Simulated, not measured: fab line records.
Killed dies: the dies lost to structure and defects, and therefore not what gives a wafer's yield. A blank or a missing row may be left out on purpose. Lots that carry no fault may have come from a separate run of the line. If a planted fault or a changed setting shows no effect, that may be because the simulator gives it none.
Comparing a struck lot with a sound one :: flow sky130 :: 16 out of 708 route steps
Sound: wafers L897.2, L897.3, L897.5. Struck: wafer L903.3 (left out: L903.1, L903.6 of the same lot, which were not struck); the cause appears at the end.
Order at every step that has rows: each side's tool, ch and its chambers, its first start. Under that, the readings that differ: sound wafers :: struck wafers :: difference of the means :: sigmas: that difference in standard deviations of wafers without a fault.
alike: readings whose means differ by less than 2 such deviations, and words and numbers that are the same on both sides. not compared: withheld readings, readings that some wafer has no value for, bounds like >300 that may hide the same value, and numbers for which the record gives no deviation and whose values overlap.
A row with sigmas, a row that says differs or no value, or rows on one side alone: a step with any of these is where the two part. When numbers do not overlap yet have no deviation, they are printed without sigmas and do not part them. Lack of a reading on every wafer of one side parts them only where that side has two or more wafers.

first, 7 steps without rows for these wafers: SKY_METAL4_HMDS_06 (prime time 60 s); SKY_METAL4_COAT_07 (resist thk 60 nm); SKY_METAL4_COAT_08 (resist thk 1140 nm); SKY_METAL4_SOFTBAKE_09 (time 90 s); SKY_METAL4_EXPOSE_10 (exposes mask MM4, target cd 300 nm); SKY_METAL4_PEB_11; SKY_METAL4_DEVELOP_12 (develop time 60 s).
SKY_METAL4_CD_MEAS_13: target cd 300 nm.
  struck on cd_sem-01, day 46 05:59; sound on cd_sem-02, day 44 20:31
reading: cd_nm (nm)
sound: 302.8 303.2 302.4
struck: 299.8
difference: -3.0
sigmas: -2
SKY_METAL4_OVL_MEAS_14:
  struck on overlay-01, day 46 06:06; sound on overlay-01, day 44 20:37
  alike: METAL4_OVL
SKY_METAL4_DESCUM_15: chemistry O2, time 8 s.
  sound on rie_metal-04 ch 0,1, day 44 20:39; struck on rie_metal-04 ch 1, day 46 06:08
  alike: drypump_motor_current_A, oes_product_au
  not compared: rf_hours_counter_h
SKY_METAL4_ETCH_16: etches BARC in N2/H2, stops on SiO2, time 88.2 s, target depth 60 nm.
  sound on rie_metal-04 ch 0,1, day 44 20:41; struck on rie_metal-04 ch 1, day 46 06:10
  alike: drypump_motor_current_A, oes_product_au, run_length_s, throttle_valve_pct
  not compared: rf_hours_counter_h
SKY_METAL4_ETCH_17: etches SiO2 in C4F8/O2/Ar, stops on TiN, time 3.9 s, target depth 15 nm.
  sound on rie_diel-02 ch 0,3, day 44 20:47; struck on rie_diel-04 ch 3, day 46 06:16
  alike: oes_product_au
  not compared: rf_hours_counter_h
SKY_METAL4_METAL_ETCH_18: etches the open film in Cl2/BCl3, stops on SiO2, target depth 845 nm, time 183.1 s.
  sound on rie_metal-01 ch 0,1, day 44 20:48; struck on rie_metal-01 ch 0, day 46 06:17
reading: oes_product_au (a.u.)
sound: 0.862 0.855 0.869
struck: 0.995
difference: +0.133
sigmas: +22

reading: run_length_s (s)
sound: 212.9 210.5 210.7
struck: 182.9
difference: -28.5
sigmas: -41

reading: model.KrF-thick_of_METAL4_COAT_08.thk_nm (nm)
sound: 520.6 523.2 516.3
struck: 612.3
difference: +92.3
sigmas: 

reading: model.METAL4.cd_nm (nm)
sound: 303.6 303.2 301.4
struck: 309.1
difference: +6.4
sigmas: 

reading: model.SiO2_of_VIA3_HDPCVD_00.thk_nm (nm)
sound: 434.6 433.9 433.8
struck: 439.7
difference: +5.6
sigmas: 
  alike: drypump_motor_current_A, throttle_valve_pct
  not compared: rf_hours_counter_h
SKY_METAL4_STRIP_19: strips in O2/N2.
  sound on plasma_asher-04 ch 0,1, day 44 20:59; struck on plasma_asher-02 ch 0, day 46 06:28
reading: drypump_motor_current_A (A)
sound: 5.3 5.7 5.3
struck: 6.4
difference: +1.0
sigmas: +3

reading: oes_product_au (a.u.)
sound: 0.498 0.498 0.499
struck: 0.539
difference: +0.041
sigmas: +8

reading: strip_time_to_endpoint_s (s)
sound: 6.47 6.49 6.44
struck: 7.38
difference: +0.91
sigmas: +16
  not compared: rf_hours_counter_h
then, 1 step without rows for these wafers: SKY_METAL4_STRIP_20 (strips in post etch residue remover, time 1200 s).
-- the record jumps here: 3 days lie between the struck wafers' starts before and after (it left off in module METAL4 and takes up again in module PAD_OPEN, whose first step shown is number 708 of the route) --
SKY_PAD_OPEN_PROBE_99:
  struck on prober-01, day 49 16:41; sound on prober-01, day 48 14:42
reading: model.etest.met4.width_nm (nm)
sound: 303 303.6 300.4
struck: 307.4
difference: +5.1
sigmas: 

reading: model.etest.met4_comb.leak_log10_a_um
sound: -11.91 -11.93 -11.93
struck: -11.01
difference: +0.91
sigmas: 

reading: model.etest.met4.line_ohm_um
sound: 0.1419 0.143 0.1416
struck: 0.1363
difference: -0.0059
sigmas: 

== WHERE THEY PART ==
Last at SKY_METAL4_STRIP_19 as far as this record goes, first at SKY_METAL4_CD_MEAS_13.

WHY: what had been put in by the simulator
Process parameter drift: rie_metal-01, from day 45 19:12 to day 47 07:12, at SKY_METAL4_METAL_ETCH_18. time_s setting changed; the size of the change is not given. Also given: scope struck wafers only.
